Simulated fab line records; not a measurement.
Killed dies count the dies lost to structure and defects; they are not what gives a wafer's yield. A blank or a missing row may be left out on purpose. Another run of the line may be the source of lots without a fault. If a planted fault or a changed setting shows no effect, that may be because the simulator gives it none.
Chamber matching	flow gf180mcu	GF_V5_CMP_04 on cmp-02 has 4 sister chambers
The step polishes SiO2. 4 wafers are shown with their chamber, then 12 later ones without.

## EACH WAFER AND ITS CHAMBER
wafer	chamber	motor_current_A (A)
L081.3	3	14.0
L082.6	0	11.4
L083.1	2	11.5
L083.6	1	12.1

## WAFERS WHOSE CHAMBER IS MISSING
wafer	motor_current_A (A)
L084.4	11.9
L084.5	13.9
L084.6	12.3
L085.3	13.8
L085.4	12.7
L085.5	14.1
L089.3	11.8
L089.4	14.5
L089.6	13.7
L088.3	11.8
L088.4	12.8
L088.5	11.2

## EACH ONE'S CHAMBER
wafer	from the rows above	in truth
L084.4	can't be placed: 1 or 2 or 0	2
L084.5	3	3
L084.6	can't be placed: 1 or 2 or 0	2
L085.3	3	3
L085.4	can't be placed: 1 or 2 or 0 or 3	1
L085.5	3	3
L089.3	can't be placed: 1 or 2 or 0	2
L089.4	3	3
L089.6	3	3
L088.3	can't be placed: 1 or 2 or 0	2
L088.4	can't be placed: 1 or 3 or 2 or 0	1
L088.5	can't be placed: 0 or 2 or 1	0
Correct placement for 5 of the 12. Unplaceable from these rows: 7, with the true chamber sitting among the candidates in 7. Placed wrongly: 0.
How it was worked out, from the rows above alone: a wafer's distance from a chamber is the root of the sum, over the readings, of the square of ((its reading less the chamber's mean) divided by the reading's scatter). If the next closest chamber is less than 2 further off than the closest, the wafer can't be placed; otherwise it belongs to the closest. Each chamber's mean is taken over the wafers shown for it. The scatter: with one shown wafer a chamber, the root of the mean of the squares of how far each hidden wafer lies from its nearest shown one.
